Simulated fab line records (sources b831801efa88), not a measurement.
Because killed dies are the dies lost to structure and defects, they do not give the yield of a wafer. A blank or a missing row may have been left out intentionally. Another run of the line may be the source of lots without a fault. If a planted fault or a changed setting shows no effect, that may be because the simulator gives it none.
2 desks looking at one fault    flow sky130    every desk sees just its own numbers, and what lay behind them comes last

## AT THE TOOL OWNER'S DESK: implanter-03
SKY_LDD_P_IMPLANT_09, tool's own readings: per-lot mean of the sampled wafers with a number, covering each lot this tool ran. The brackets show how far a lot's mean lies from the usual mean; more than 4 standard deviations puts the lot out of limits, marked OUT.
Columns: A = doseIonsCm2 at SKY_LDD_P_IMPLANT_09, usual 9.999e+12; B = faradayCurrentUA at SKY_LDD_P_IMPLANT_09, usual 56.4
lot   first seen here  A                            B
L114  day 19 09:44     1.001e+13                    55.9
L116  day 20 07:22     9.999e+12                    57.2
L119  day 21 10:48     1.000e+13                    55.6
L121  day 22 05:43     9.987e+12                    56.4
L122  day 22 07:47     1.111e+13 (+99 or more) OUT  61.0
L125  day 23 18:21     1.110e+13 (+99 or more) OUT  61.8 (+4.5) OUT
L136  day 27 04:37     1.001e+13                    55.7
This desk's verdict: out of limits on L122, L125, starting with L122 at day 22 07:47 (doseIonsCm2 at SKY_LDD_P_IMPLANT_09). Within limits: L114, L116, L119, L121, L136.

## METROLOGY DESK
What the gauges read for every lot (on any tool): the sampled wafers with a number, averaged. The brackets show how far a lot's mean lies from the usual mean; more than 4 standard deviations puts the lot out of limits, marked OUT.
Columns: A = INCOMING_BOW at SKY_FIELD_ISO_BOW_MEAS_00, usual -1 um; B = FIELD_ISO_OXIDATION_00_THK at SKY_FIELD_ISO_THK_MEAS_02, usual 11.92 nm; C = cdNm at SKY_FIELD_ISO_CD_MEAS_13, usual 149.8 nm; D = LDD_P_TW at SKY_LDD_P_TW_MEAS_11, usual 630
lot   first seen here  A    B      C      D
L114  day 1 15:01      0    11.85  148.8  633
L115  day 1 20:00      -5   12.02  148.5  641
L116  day 2 01:00      -2   12.12  147.5  627
L118  day 2 11:00      -3   12.19  151.4  625
L119  day 2 16:01      -4   11.74  148.2  626
L121  day 3 02:00      -10  11.87  150.2  626
L122  day 3 07:01      -5   11.85  150.1  657 (+5.2) OUT
L125  day 3 22:04      -4   11.66  149.4  646
L132  day 5 09:00      4    11.90  149.6  638
L133  day 5 14:00      1    11.97  152.2  624
L134  day 5 19:02      -3   11.72  150.0  625
L135  day 6 00:01      5    11.65  149.3  626
L136  day 6 05:00      3    11.86  150.6  631
Per this desk, out of limits: L122; the first was L122, day 22 08:01 (LDD_P_TW at SKY_LDD_P_TW_MEAS_11). Within limits: L114, L115, L116, L118, L119, L121, L125, L132, L133, L134, L135, L136.

## BROUGHT TOGETHER
An alarm could have come from the tool owner's desk at day 22 07:47, on L122, L125.
On L122, the metrology desk was in a position to raise an alarm at day 22 08:01.
The metrology desk holds a record of L125, inside its limits.
SKY_LDD_P_IMPLANT_09 was run on implanter-03 by each of the lots named.

## WHAT WAS PUT IN BY THE SIMULATOR
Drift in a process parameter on implanter-03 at SKY_LDD_P_IMPLANT_09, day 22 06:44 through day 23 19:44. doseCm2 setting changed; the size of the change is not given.
Shown lots that were struck: L122, L125.
Time in hours from fault onset to the first out-of-limits reading at each desk: tool owner's desk 1, metrology desk 1.
